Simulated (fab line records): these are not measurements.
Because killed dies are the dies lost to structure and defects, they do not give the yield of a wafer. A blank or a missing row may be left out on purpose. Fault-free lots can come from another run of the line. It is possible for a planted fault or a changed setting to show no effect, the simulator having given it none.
One fault through the eyes of 2 desks ; flow sky130 ; what lay behind the numbers comes last; until then each desk has only its own

== METROLOGY DESK ==
Lot by lot, what the gauges showed, no matter which tool ran the lot: averages of those sampled wafers that carry a number. If a lot's mean is further than 4 standard deviations from the usual mean, the lot is out of limits and carries the mark OUT (the distance appears in the brackets).
Columns: A = cd nm at SKY_SONOS_TUNNEL_CD_MEAS_07, usual 410.3 nm; B = cd nm at SKY_SONOS_ONO_CD_MEAS_13, usual 409.9 nm
lot;first seen here;A;B
L119;day 11 18:32;410.8;408.0
L120;day 12 04:30;410.7;409.8
L122;day 12 20:43;409.2;408.7
L123;day 13 11:22;411.8;407.2
L124;day 13 17:54;412.8;410.9
L125;day 14 01:27;411.6;410.4
L126;day 14 08:29;411.6;412.7
L130;day 15 22:34;410.4;407.8
L131;day 15 22:53;408.2;409.3
L135;day 17 11:40;406.7;410.6
L138;day 18 05:55;409.7;411.9
L139;day 18 14:48;412.3;408.9
L140;day 19 15:51;414.0;407.1
This desk found nothing out of limits on any of the 13 lots.

== DESK OF THE TOOL OWNER: plasma asher-02 ==
The tool's own readings at SKY_SONOS_ONO_STRIP_17 (strips in O2/N2): means of the sampled wafers that have a number, for each lot that ran on this tool. If a lot's mean is further than 4 standard deviations from the usual mean, the lot is out of limits and carries the mark OUT (the distance appears in the brackets).
Columns: A = chamber pressure mTorr at SKY_SONOS_ONO_STRIP_17, usual 1499.9 mTorr; B = drypump motor current A at SKY_SONOS_ONO_STRIP_17, usual 6.0 A; C = oes product au at SKY_SONOS_ONO_STRIP_17, usual 0.710 a.u.; D = strip time to endpoint s at SKY_SONOS_ONO_STRIP_17, usual 14.10 s
lot;first seen here;A;B;C;D
L119;day 12 23:44;1499.1;5.7;0.710;14.15
L120;day 13 09:44;1500.4;5.9;0.712;14.17
L124;day 15 07:25;1499.9;5.9;0.711;14.15
L135;day 19 00:35;1499.3;5.9;0.706;14.10
L138;day 19 17:40;1498.8;5.9;0.711;14.15
L139;day 20 02:38;1500.2;6.0;0.709;14.12
L140;day 21 05:50;1500.5;5.9;0.709;14.10
This desk found nothing out of limits on any of the 7 lots.

== TAKEN TOGETHER ==
Nothing out of limits was seen by the metrology desk.
Nothing out of limits was seen by the tool owner's desk.

== WHAT WAS PUT IN BY THE SIMULATOR ==
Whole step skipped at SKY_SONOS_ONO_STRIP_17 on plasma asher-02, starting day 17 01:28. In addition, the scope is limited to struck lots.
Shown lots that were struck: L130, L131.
